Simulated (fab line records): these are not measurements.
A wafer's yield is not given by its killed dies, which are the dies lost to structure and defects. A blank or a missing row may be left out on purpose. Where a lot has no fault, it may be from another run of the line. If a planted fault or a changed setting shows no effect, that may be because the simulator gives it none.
What tool caused it? || flow gf180mcu || 6 lots with 18 wafers sampled at 3 steps, on a route of 602 steps

== WHAT THE GAUGES SHOWED, per wafer ==
GF_DUAL_GATE_OVL_MEAS_11.
{"lot": "L358", "measured": "day 9 04:58", "on": "overlay-01", "DUAL_GATE_OVL (nm)": "-0.9 0.5 -1.3"}
{"lot": "L361", "measured": "day 10 00:20", "on": "overlay-02", "DUAL_GATE_OVL (nm)": "2.5 1.8 2.0"}
{"lot": "L369", "measured": "day 12 09:04", "on": "overlay-01", "DUAL_GATE_OVL (nm)": "1.5 1.2 1.4"}
{"lot": "L373", "measured": "day 13 10:32", "on": "overlay-02", "DUAL_GATE_OVL (nm)": "- - -"}
{"lot": "L375", "measured": "day 13 22:52", "on": "overlay-02", "DUAL_GATE_OVL (nm)": "1.0 0.2 0.1"}
{"lot": "L377", "measured": "day 14 16:51", "on": "overlay-02", "DUAL_GATE_OVL (nm)": "0.2 -0.3 -1.2"}

== TOOL THAT RAN EACH LOT (tool first, then ch and the chambers of the sampled wafers, then the start) ==
{"lot": "L358", "GF_MVPSD_STRIP_10": "plasma-asher-01 ch 0,1, day 5 19:38", "GF_DUAL_GATE_COAT_06": "litho-track-02 ch 0, day 8 19:55"}
{"lot": "L361", "GF_MVPSD_STRIP_10": "plasma-asher-03 ch 0,1, day 6 12:29", "GF_DUAL_GATE_COAT_06": "litho-track-04 ch 0, day 9 15:05"}
{"lot": "L369", "GF_MVPSD_STRIP_10": "plasma-asher-02 ch 0,1, day 8 12:17", "GF_DUAL_GATE_COAT_06": "litho-track-01 ch 0, day 11 22:50"}
{"lot": "L373", "GF_MVPSD_STRIP_10": "plasma-asher-01 ch 0,1, day 9 11:08", "GF_DUAL_GATE_COAT_06": "litho-track-01, day 13 00:31"}
{"lot": "L375", "GF_MVPSD_STRIP_10": "plasma-asher-03 ch 0,1, day 9 22:44", "GF_DUAL_GATE_COAT_06": "litho-track-01 ch 0, day 13 12:56"}
{"lot": "L377", "GF_MVPSD_STRIP_10": "plasma-asher-01 ch 0,1, day 10 11:44", "GF_DUAL_GATE_COAT_06": "litho-track-02 ch 0, day 14 06:09"}
- GF_MVPSD_STRIP_10: strips in O2/N2.
- GF_DUAL_GATE_COAT_06: resist thk 1000 nm.

== THE ANSWER, worked out from the rows above alone ==
Rule: the lots themselves supply what counts as usual. Put in order of their means at a reading, lots are off if they are a third of the lots or fewer, leave a main group of 4 or more, and stand apart from it by a gap of 3 or more times the standard deviation of the main group's means; of several such gaps the widest counts. The tables above print the reading to a certain number of digits; a main group whose means all agree to those digits is not used. Also off: a lot with no number at a reading for which 4 or more lots have one. All remaining lots with rows at the step are treated as sound.
Off: at GF_DUAL_GATE_OVL_MEAS_11 (DUAL_GATE_OVL), L373. Without a number there: L373. The main group has a mean of 0.6 nm with a standard deviation of 1.
If a tool, at a process step before that reading, ran all the lots that are off and no sound lot after the first of them, it fits. Gauges at GF_DUAL_GATE_OVL_MEAS_11: tried the same way as those tools. Of those tried, none fits.

== WHAT HAD BEEN PUT IN BY THE SIMULATOR ==
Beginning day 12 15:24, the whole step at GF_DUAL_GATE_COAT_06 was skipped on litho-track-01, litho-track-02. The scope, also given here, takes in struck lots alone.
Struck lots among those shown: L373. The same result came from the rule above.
